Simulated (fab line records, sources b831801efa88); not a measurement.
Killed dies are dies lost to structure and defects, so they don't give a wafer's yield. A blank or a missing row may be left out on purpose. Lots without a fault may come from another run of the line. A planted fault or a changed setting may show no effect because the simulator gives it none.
A struck lot beside a sound one | flow sky130 | 35 steps out of a route of 708
Sound: wafers L450.1, L450.2, L450.5. Struck: wafers L446.2, L446.3, L446.4. The cause comes at the end.
At each step with rows: each side's tool, then ch and its chambers, then its first start. Under that, the readings that differ: sound wafers | struck wafers | difference of the means | sigmas: that difference in standard deviations of wafers without a fault.
alike: readings whose means differ by less than 2 such deviations, and words and numbers that are the same on both sides. not compared: withheld readings, readings that some wafer has no value for, bounds like >300 that may hide the same value, and numbers for which the record gives no deviation and whose values overlap.
The two part at a step that has a row with sigmas, a row that says differs or no value, or rows on one side only. Numbers that don't overlap but have no deviation are shown without sigmas and don't part them. A reading that every wafer of one side lacks parts them only if that side has two wafers or more.

first, 10 steps without rows for these wafers: SKY_GATE_OXIDE_COAT_05 (resist thk 1140 nm); SKY_GATE_OXIDE_SOFTBAKE_06 (time 58.68 s); SKY_GATE_OXIDE_EXPOSE_07 (exposes mask LVOM, target cd 600 nm); SKY_GATE_OXIDE_PEB_08; SKY_GATE_OXIDE_DEVELOP_09 (develop time 60 s); SKY_GATE_OXIDE_IMPLANT_11; SKY_GATE_OXIDE_WET_ETCH_12 (etches SiO2 in dHF, target depth 16.8 nm, time 336 s); SKY_GATE_OXIDE_STRIP_13 (strips in O2/N2); SKY_GATE_OXIDE_CLEAN_15 (cleans in SC1/SC2, time 150 s); SKY_GATE_OXIDE_OXIDATION_16 (stabilise 600 s, purge 300 s, target thk 3.57 nm).
SKY_POLY_GATE_CVD_00: deposits poly-Si, target thk 180 nm, time 720 s.
  sound on lpcvd-01 ch 0, day 21 07:55; struck on lpcvd-01 ch 1, day 19 22:25
  reading                                       | sound                | struck               | difference | sigmas
  spike_tc_bottom_C (C)                         | 639.9 639.0 640.8    | 609.9 609.3 607.4    | -31.0      | -21
  spike_tc_centre_C (C)                         | 619.1 620.6 620.3    | 590.3 591.8 592.5    | -28.5      | -32
  spike_tc_lower_C (C)                          | 622.8 621.8 622.1    | 590.2 590.0 589.4    | -32.4      | -25
  spike_tc_top_C (C)                            | 639.0 639.5 637.3    | 608.2 606.8 608.9    | -30.6      | -18
  spike_tc_upper_C (C)                          | 622.0 622.9 623.0    | 589.3 591.2 592.6    | -31.6      | -23
  susceptor_temp_C (C)                          | 620.09 619.77 620.23 | 590.22 589.87 589.76 | -30.08     | -99 or more
  model.poly-Si_of_POLY_GATE_CVD_00.thk_nm (nm) | 181.8 180.4 180.7    | 88.04 89.26 89.72    | -91.96     |
  alike: zone_power_bottom_pct
SKY_POLY_GATE_THK_MEAS_01:
  sound on film_metro-01, day 21 09:07; struck on film_metro-03, day 19 23:38
  reading                   | sound             | struck         | difference | sigmas
  POLY_GATE_CVD_00_THK (nm) | 181.9 180.4 180.8 | 88.1 89.3 89.8 | -92.0      | -57
then, 9 steps without rows for these wafers: SKY_RES_PROTECT_DEHYDRATE_00 (time 60 s); SKY_RES_PROTECT_HMDS_01 (prime time 60 s); SKY_RES_PROTECT_COAT_02 (resist thk 1140 nm); SKY_RES_PROTECT_SOFTBAKE_03 (time 60 s); SKY_RES_PROTECT_EXPOSE_04 (exposes mask RPM, target cd 1270 nm); SKY_RES_PROTECT_PEB_05; SKY_RES_PROTECT_DEVELOP_06 (develop time 60 s); SKY_POLY_GATE_IMPLANT_02; SKY_RES_PROTECT_STRIP_07 (strips in O2/N2).
SKY_RES_PROTECT_CLEAN_09: cleans in SC1/SC2, time 150 s.
  sound on wet_bench-03 ch 0, day 22 15:45; struck on wet_bench-01 ch 1, day 21 06:40
  reading                                       | sound             | struck            | difference | sigmas
  model.poly-Si_of_POLY_GATE_CVD_00.thk_nm (nm) | 181.2 179.8 180.1 | 87.41 88.63 89.09 | -91.99     |
then, 11 steps without rows for these wafers: SKY_POLY_GATE_CVD_03 (deposits Si3N4 from DCS/NH3, target thk 75 nm, time 1290 s); SKY_POLY_GATE_DEHYDRATE_05 (time 60 s); SKY_POLY_GATE_HMDS_06 (prime time 60 s); SKY_POLY_GATE_COAT_07 (resist thk 110 nm); SKY_POLY_GATE_COAT_08 (resist thk 450 nm); SKY_POLY_GATE_SOFTBAKE_09 (time 90 s); SKY_POLY_GATE_EXPOSE_10 (exposes mask P1M, target cd 150 nm); SKY_POLY_GATE_PEB_11; SKY_POLY_GATE_DEVELOP_12 (develop time 60 s); SKY_POLY_GATE_ETCH_15 (etches BARC in N2/H2, stops on SiO2, time 118.5 s, target depth 110 nm); SKY_POLY_GATE_ETCH_16 (etches Si3N4 in CH3F/O2, stops on poly-Si, time 147.5 s, target depth 75 nm).
SKY_POLY_GATE_ETCH_17: etches poly-Si in HBr/Cl2, stops on SiO2, target depth 180 nm, time 70.5 s.
  sound on rie_si-01 ch 0,1, day 23 23:31; struck on rie_si-01 ch 0,2,3, day 22 14:50
  reading                               | sound             | struck            | difference | sigmas
  oes_product_au (a.u.)                 | 0.981 0.986 0.994 | 0.623 0.619 0.635 | -0.361     | -46
  model.POLY_GATE.feature_depth_nm (nm) | 177.1 177.6 180.1 | 87.41 88.63 89.09 | -89.89     |
  model.etch.depth_nm (nm)              | 177.1 177.6 180.1 | 87.41 88.63 89.09 | -89.89     |
  alike: drypump_motor_current_A, throttle_valve_pct
  not compared: rf_hours_counter_h
then, 1 step without rows for these wafers: SKY_POLY_GATE_STRIP_18 (strips in O2/N2).

WHERE THEY PART
First at SKY_POLY_GATE_CVD_00; last, within this record, at SKY_POLY_GATE_ETCH_17.

WHY: what the simulator had put in
Process parameter drift: lpcvd-01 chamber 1, from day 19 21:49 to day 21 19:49, at SKY_POLY_GATE_CVD_00. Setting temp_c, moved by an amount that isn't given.
